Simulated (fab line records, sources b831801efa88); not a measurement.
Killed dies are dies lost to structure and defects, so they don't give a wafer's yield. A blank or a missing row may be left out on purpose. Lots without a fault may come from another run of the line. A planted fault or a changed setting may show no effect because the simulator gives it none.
Tool commonality check | flow gf180mcu | 12 lots, 42 wafers sampled

WHY IT WAS OPENED
At GF_VT_IMPLANT_RS_MEAS_49 the reading MVPSD_RS is flagged on 2 of 12 lots. Wafers without a fault read 1168.8 ohm/sq, standard deviation 2.8.
Rule: a lot is flagged when every wafer of it that has a number lies more than 4 standard deviations from that mean, or none has a number. The other lots count as sound.

lot  | measured     | on            | MVPSD_RS (ohm/sq), wafer by wafer         | flag
L365 | day 7 22:33  | film_metro-03 | 1170.9 1173.8 1174.9                      |
L366 | day 8 01:26  | film_metro-04 | 1164.5 1162.8 1166.5                      |
L367 | day 8 02:37  | film_metro-03 | 1167.5 1170.6 1172.2                      |
L371 | day 9 09:37  | film_metro-02 | 1168.7 1168.8 1168.8                      |
L373 | day 10 04:54 | film_metro-02 | 1170.2 1171.9 1169.0                      |
L374 | day 10 08:53 | film_metro-02 | 1077.4 1077.3 1079.8 1075.4 1075.4 1078.0 | FLAGGED
L376 | day 10 18:49 | film_metro-02 | 1078.1 1076.1 1076.9 1078.6 1078.3 1076.4 | FLAGGED
L380 | day 11 18:40 | film_metro-04 | 1171.6 1172.1 1174.6                      |
L381 | day 12 02:10 | film_metro-03 | 1168.3 1164.6 1167.0                      |
L383 | day 12 15:02 | film_metro-02 | 1171.3 1170.6 1169.6                      |
L385 | day 13 02:14 | film_metro-04 | 1161.9 1162.6 1166.7                      |
L388 | day 13 21:15 | film_metro-02 | 1171.3 1174.1 1171.2                      |
The numbers of the flagged lots are 1077.3 ohm/sq on average: -91.5 ohm/sq against the usual, or -33 standard deviations.

WHICH TOOL RAN EACH LOT
The record holds 1 process step before the reading, out of a route of 602 steps. In each cell: the tool, then ch and the chambers that the sampled wafers went through, then the start.
lot  | flag    | GF_MVPSD_IMPLANT_09
L365 |         | implanter-01 ch 0, day 5 07:03
L366 |         | implanter-03 ch 0, day 5 09:51
L367 |         | implanter-03 ch 0, day 5 11:03
L371 |         | implanter-03 ch 0, day 6 16:05
L373 |         | implanter-04 ch 0, day 7 09:16
L374 | FLAGGED | implanter-03 ch 0, day 7 12:09
L376 | FLAGGED | implanter-03 ch 0, day 7 23:26
L380 |         | implanter-04 ch 0, day 8 19:12
L381 |         | implanter-04 ch 0, day 9 02:05
L383 |         | implanter-01 ch 0, day 9 14:04
L385 |         | implanter-04 ch 0, day 9 23:43
L388 |         | implanter-04 ch 0, day 10 15:52
What these steps do:
- GF_MVPSD_IMPLANT_09
- GF_VT_IMPLANT_RS_MEAS_49: measures by four-point-probe.

FLAGGED OVER TOTAL, TOOL BY TOOL (the gauges that took the reading come last)
step                     | tool          | lots run | flagged | share of the flagged lots | sound lots run after its first flagged lot
GF_MVPSD_IMPLANT_09      | implanter-01  | 2        | 0       | none                      | -
GF_MVPSD_IMPLANT_09      | implanter-03  | 5        | 2       | all                       | 0
GF_MVPSD_IMPLANT_09      | implanter-04  | 5        | 0       | none                      | -
GF_VT_IMPLANT_RS_MEAS_49 | film_metro-02 | 6        | 2       | all                       | 2 (L383,L388)
GF_VT_IMPLANT_RS_MEAS_49 | film_metro-03 | 3        | 0       | none                      | -
GF_VT_IMPLANT_RS_MEAS_49 | film_metro-04 | 3        | 0       | none                      | -

WHAT THE TABLE ALLOWS
2 rows of the table ran every flagged lot: implanter-03 at GF_MVPSD_IMPLANT_09, film_metro-02 at GF_VT_IMPLANT_RS_MEAS_49.
- implanter-03 at GF_MVPSD_IMPLANT_09: 2 of its 5 lots flagged. Its last sound lot is L371 (day 6 16:05), its first flagged lot L374 (day 7 12:09): a fault that began between those two fits. Its own readings lie more than 4 standard deviations out on every wafer of the flagged lots: dose_ions_cm2, faraday_current_uA.
- film_metro-02 at GF_VT_IMPLANT_RS_MEAS_49: 2 of its 6 lots flagged. Sound lots ran on it after the first flagged one (L383, L388), which a lasting fault on the whole tool wouldn't allow.
One tool is left: implanter-03 at GF_MVPSD_IMPLANT_09.

WHAT THE SIMULATOR HAD PUT IN
Process parameter drift: implanter-03, from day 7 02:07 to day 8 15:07, at GF_MVPSD_IMPLANT_09. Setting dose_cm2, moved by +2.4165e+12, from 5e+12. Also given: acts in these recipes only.
Lots struck among those shown: L374, L376. The rule above found the same.
